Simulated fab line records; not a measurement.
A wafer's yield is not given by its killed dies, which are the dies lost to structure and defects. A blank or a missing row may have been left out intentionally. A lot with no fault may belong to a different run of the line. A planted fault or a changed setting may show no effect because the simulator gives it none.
A lot that was struck, set against a sound lot	flow sky130	14 out of 708 route steps
Sound: wafers L104.3, L104.4, L104.5. Wafers L119.2, L119.3, L119.4 were the ones struck. The cause is given at the end.
For every step that has rows: the tool of each side, followed by ch and its chambers, followed by its first start. Under that, the readings that differ: sound wafers	struck wafers	difference of the means	sigmas: that difference in standard deviations of wafers without a fault.
alike: readings with means less than 2 such deviations apart, plus words and numbers identical on both sides. not compared: withheld readings, readings lacking a value on some wafer, bounds such as >300 that could conceal the same value, and numbers that have no deviation in the record and whose values overlap.
The two part at a step that has a row with sigmas, a row that says differs or no value, or rows on one side only. Non-overlapping numbers with no deviation appear without sigmas and do not part them. A reading that every wafer of one side lacks parts them only if that side has two wafers or more.

first, 1 step without rows for these wafers: SKY_CAP2M_DEVELOP_11 (develop time 60 s).
SKY_CAP2M_OVL_MEAS_12:
  sound on overlay-02 at day 43 08:29; struck on overlay-01 at day 47 00:16
  alike: CAP2M_OVL
SKY_CAP2M_METAL_ETCH_13: etches TiN in Cl2/BCl3, stops on SiO2, target depth 220 nm, time 62.9 s.
  sound on rie_metal-02 ch 0,1, day 43 08:32; struck on rie_metal-02 ch 0,1, day 47 00:17
  alike: drypump_motor_current_A, oes_product_au, throttle_valve_pct
  not compared: rf_hours_counter_h
SKY_CAP2M_STRIP_14: strips in O2/N2.
  sound on plasma_asher-01 ch 0,1, day 43 08:37; struck on plasma_asher-02 ch 0,1, day 47 00:22
  alike: drypump_motor_current_A, o2_flow_sccm, oes_product_au, strip_time_to_endpoint_s
  not compared: rf_hours_counter_h
then, 8 steps without rows for these wafers: SKY_CAP2M_STRIP_15 (strips in post etch residue remover, time 1200 s); SKY_CAP2M_CLEAN_16 (cleans in IPA, time 180 s); SKY_CAP2M_CLEAN_17 (cleans in O3/DIW); SKY_METAL4_DEHYDRATE_05 (time 60 s); SKY_METAL4_HMDS_06 (prime time 60 s); SKY_METAL4_COAT_07 (resist thk 60 nm); SKY_METAL4_COAT_08 (resist thk 1140 nm); SKY_METAL4_SOFTBAKE_09 (time 90 s).
SKY_METAL4_EXPOSE_10: exposes mask MM4, target cd 300 nm.
  sound on krf_scanner-01 ch 0, day 43 20:39; struck on krf_scanner-01, day 47 11:05
  no value came back on the struck wafers for exposure_dose_mJ_cm2, focus_offset_nm (nm); on the sound wafers exposure_dose_mJ_cm2 reads 27.951 27.958 27.959
  alike: mask
next, for these wafers, 1 step has no rows: SKY_METAL4_PEB_11.

WHERE THEY PART
SKY_METAL4_EXPOSE_10 only, going by this record.

WHY: whatever the simulator had introduced
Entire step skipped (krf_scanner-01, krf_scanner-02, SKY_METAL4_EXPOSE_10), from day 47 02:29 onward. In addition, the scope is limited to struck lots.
